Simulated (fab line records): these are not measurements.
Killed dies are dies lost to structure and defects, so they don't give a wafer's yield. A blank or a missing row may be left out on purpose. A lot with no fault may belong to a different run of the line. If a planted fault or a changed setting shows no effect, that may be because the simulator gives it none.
Shared-tool check / flow sky130 / Sample size 13 lots and 39 wafers

## WHY THIS WAS OPENED
Flagged at SKY_LI_CONTACT_CD_MEAS_12: reading cd_nm, on 1 of 13 lots. Wafers without a fault read 169.7 nm, standard deviation 1.6.
Rule: a lot is flagged when every wafer of it that has a number lies more than 4 standard deviations from that mean, or none has a number. All remaining lots are regarded as sound.

lot=L838; measured=day 29 01:57; on=cd_sem-01; cd_nm (nm), wafer by wafer=167.8 169.8 168.0; flag=
lot=L840; measured=day 29 22:34; on=cd_sem-01; cd_nm (nm), wafer by wafer=169.4 167.2 168.6; flag=
lot=L842; measured=day 30 13:37; on=cd_sem-01; cd_nm (nm), wafer by wafer=167.7 168.6 167.8; flag=
lot=L845; measured=day 31 18:16; on=cd_sem-02; cd_nm (nm), wafer by wafer=167.2 168.4 169.5; flag=
lot=L846; measured=day 32 15:53; on=cd_sem-01; cd_nm (nm), wafer by wafer=150.3 150.5 149.9; flag=FLAGGED
lot=L848; measured=day 33 15:40; on=cd_sem-01; cd_nm (nm), wafer by wafer=170.3 167.6 167.5; flag=
lot=L854; measured=day 34 16:59; on=cd_sem-01; cd_nm (nm), wafer by wafer=170.1 171.3 170.1; flag=
lot=L856; measured=day 35 00:41; on=cd_sem-02; cd_nm (nm), wafer by wafer=169.1 168.7 168.9; flag=
lot=L855; measured=day 35 02:04; on=cd_sem-01; cd_nm (nm), wafer by wafer=170.9 169.1 170.3; flag=
lot=L857; measured=day 35 08:10; on=cd_sem-01; cd_nm (nm), wafer by wafer=168.5 167.6 168.3; flag=
lot=L859; measured=day 36 02:01; on=cd_sem-01; cd_nm (nm), wafer by wafer=171.5 169.8 170.1; flag=
lot=L860; measured=day 36 08:53; on=cd_sem-01; cd_nm (nm), wafer by wafer=168.4 168.8 168.6; flag=
lot=L861; measured=day 37 06:22; on=cd_sem-01; cd_nm (nm), wafer by wafer=167.3 168.6 167.6; flag=
Average over the flagged lots: 150.2 nm; offset from the usual -19.5 nm, equal to -12 standard deviations.

## WHICH TOOL RAN EACH LOT
The record holds 1 process step before the reading, out of a route of 708 steps. Read each cell as the tool, then ch plus the chambers that the sampled wafers visited, then the start.
lot=L838; flag=; SKY_LI_CONTACT_EXPOSE_09=krf_scanner-02 ch 0, day 28 12:29
lot=L840; flag=; SKY_LI_CONTACT_EXPOSE_09=krf_scanner-02 ch 0, day 29 08:07
lot=L842; flag=; SKY_LI_CONTACT_EXPOSE_09=krf_scanner-01 ch 0, day 30 00:32
lot=L845; flag=; SKY_LI_CONTACT_EXPOSE_09=krf_scanner-02 ch 0, day 31 05:40
lot=L846; flag=FLAGGED; SKY_LI_CONTACT_EXPOSE_09=krf_scanner-02 ch 0, day 32 02:52
lot=L848; flag=; SKY_LI_CONTACT_EXPOSE_09=krf_scanner-01 ch 0, day 33 02:11
lot=L854; flag=; SKY_LI_CONTACT_EXPOSE_09=krf_scanner-02 ch 0, day 34 03:50
lot=L856; flag=; SKY_LI_CONTACT_EXPOSE_09=krf_scanner-02 ch 0, day 34 11:48
lot=L855; flag=; SKY_LI_CONTACT_EXPOSE_09=krf_scanner-02 ch 0, day 34 13:04
lot=L857; flag=; SKY_LI_CONTACT_EXPOSE_09=krf_scanner-02 ch 0, day 34 19:29
lot=L859; flag=; SKY_LI_CONTACT_EXPOSE_09=krf_scanner-02 ch 0, day 35 12:49
lot=L860; flag=; SKY_LI_CONTACT_EXPOSE_09=krf_scanner-02 ch 0, day 35 19:56
lot=L861; flag=; SKY_LI_CONTACT_EXPOSE_09=krf_scanner-01 ch 0, day 36 17:16
What the steps here do:
- SKY_LI_CONTACT_EXPOSE_09: exposes mask LICM1, target cd 170 nm.
- SKY_LI_CONTACT_CD_MEAS_12: target cd 170 nm.

## FLAGGED OVER TOTAL, TOOL BY TOOL (the gauges that took the reading come last)
step=SKY_LI_CONTACT_EXPOSE_09; tool=krf_scanner-01; lots run=3; flagged=0; share of the flagged lots=none; sound lots run after its first flagged lot=-
step=SKY_LI_CONTACT_EXPOSE_09; tool=krf_scanner-02; lots run=10; flagged=1; share of the flagged lots=all; sound lots run after its first flagged lot=6 (L854,L856,L855,L857,L859,L860)
step=SKY_LI_CONTACT_CD_MEAS_12; tool=cd_sem-01; lots run=11; flagged=1; share of the flagged lots=all; sound lots run after its first flagged lot=7 (L848,L854,L855,L857,L859,L860,L861)
step=SKY_LI_CONTACT_CD_MEAS_12; tool=cd_sem-02; lots run=2; flagged=0; share of the flagged lots=none; sound lots run after its first flagged lot=-

## WHAT THE TABLE PERMITS
krf_scanner-02 at SKY_LI_CONTACT_EXPOSE_09 and cd_sem-01 at SKY_LI_CONTACT_CD_MEAS_12 are the 2 rows of the table that ran each flagged lot.
- krf_scanner-02 at SKY_LI_CONTACT_EXPOSE_09 ran 10 lots, 1 of them flagged. Lots that were sound ran on it after the first flagged one (L854, L856, L855, L857, L859, L860); a persistent fault on the entire tool would not allow that.
- cd_sem-01 at SKY_LI_CONTACT_CD_MEAS_12 ran 11 lots, 1 of them flagged. Lots that were sound ran on it after the first flagged one (L848, L854, L855, L857, L859, L860, L861); a persistent fault on the entire tool would not allow that.
There is no row in the table that ran each flagged lot and no sound lot after the first.

## WHAT WAS PUT IN BY THE SIMULATOR
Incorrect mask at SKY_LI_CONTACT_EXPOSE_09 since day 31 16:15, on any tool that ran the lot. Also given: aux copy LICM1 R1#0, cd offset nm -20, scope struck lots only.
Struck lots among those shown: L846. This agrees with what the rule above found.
